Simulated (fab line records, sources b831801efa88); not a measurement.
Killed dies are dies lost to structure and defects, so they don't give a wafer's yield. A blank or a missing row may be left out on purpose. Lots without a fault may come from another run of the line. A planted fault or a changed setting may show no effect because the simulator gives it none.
A struck lot beside a sound one | flow sky130 | 15 steps out of a route of 708
Sound: wafers L700.3, L700.5, L700.6. Struck: wafers L703.2, L703.5, L703.6. The cause comes at the end.
At each step with rows: each side's tool, then ch and its chambers, then its first start. Under that, the readings that differ: sound wafers | struck wafers | difference of the means | sigmas: that difference in standard deviations of wafers without a fault.
alike: readings whose means differ by less than 2 such deviations, and words and numbers that are the same on both sides. not compared: withheld readings, readings that some wafer has no value for, bounds like >300 that may hide the same value, and numbers for which the record gives no deviation and whose values overlap.
The two part at a step that has a row with sigmas, a row that says differs or no value, or rows on one side only. Numbers that don't overlap but have no deviation are shown without sigmas and don't part them. A reading that every wafer of one side lacks parts them only if that side has two wafers or more.

SKY_CAP2M_THK_MEAS_01:
  sound on film_metro-04, day 44 02:34; struck on film_metro-01, day 44 05:55
  alike: CAP2M_CVD_00_THK
SKY_CAP2M_SPUTTER_02: material TiN, target thk 200 nm, time 166.7 s.
  sound on pvd_sputter-03, day 44 02:37; struck on pvd_sputter-03, day 44 05:58
  alike: throttle_valve_pct
SKY_CAP2M_RS_MEAS_03: measures by four-point-probe.
  sound on film_metro-01, day 44 02:46; struck on film_metro-01, day 44 06:06
  alike: CAP2M_TIN_RS
SKY_CAP2M_THK_MEAS_04: measures by xrf.
  sound on film_metro-01, day 44 02:52; struck on film_metro-01, day 44 06:13
  alike: CAP2M_TIN_THK
then, 7 steps without rows for these wafers: SKY_CAP2M_DEHYDRATE_05 (time 60 s); SKY_CAP2M_HMDS_06 (prime time 60 s); SKY_CAP2M_COAT_07 (resist thk 1140 nm); SKY_CAP2M_SOFTBAKE_08 (time 60 s); SKY_CAP2M_EXPOSE_09 (exposes mask CAP2M, target cd 1000 nm); SKY_CAP2M_PEB_10; SKY_CAP2M_DEVELOP_11 (develop time 60 s).
SKY_CAP2M_OVL_MEAS_12:
  sound on overlay-02, day 44 23:43; struck on overlay-02, day 45 02:52
  alike: CAP2M_OVL
SKY_CAP2M_METAL_ETCH_13: etches TiN in Cl2/BCl3, stops on SiO2, target depth 220 nm, time 62.9 s.
  sound on rie_metal-03 ch 0,1, day 44 23:46; struck on rie_metal-01 ch 0,1, day 45 02:53
  no value came back on the struck wafers for any of 7 readings (bcl3_flow_sccm (sccm), bias_w (W) and others); on the sound wafers bcl3_flow_sccm (sccm) reads 30.03 29.80 29.93
  reading                                    | sound           | struck         | difference | sigmas
  model.NOVOLAK_of_CAP2M_COAT_07.thk_nm (nm) | 991 990.8 992.4 | 1137 1141 1140 | +148       |
  not compared: rf_hours_counter_h
SKY_CAP2M_STRIP_14: strips in O2/N2.
  sound on plasma_asher-04 ch 0,1, day 44 23:52; struck on plasma_asher-03 ch 0,1, day 45 02:58
  reading                      | sound             | struck            | difference | sigmas
  strip_time_to_endpoint_s (s) | 12.62 12.63 12.65 | 14.14 14.19 14.19 | +1.54      | +43
  alike: chamber_pressure_mTorr, drypump_motor_current_A, oes_product_au
  not compared: rf_hours_counter_h
then, 1 step without rows for these wafers: SKY_CAP2M_STRIP_15 (strips in post etch residue remover, time 1200 s).

WHERE THEY PART
First at SKY_CAP2M_METAL_ETCH_13; last, within this record, at SKY_CAP2M_STRIP_14.

WHY: what the simulator had put in
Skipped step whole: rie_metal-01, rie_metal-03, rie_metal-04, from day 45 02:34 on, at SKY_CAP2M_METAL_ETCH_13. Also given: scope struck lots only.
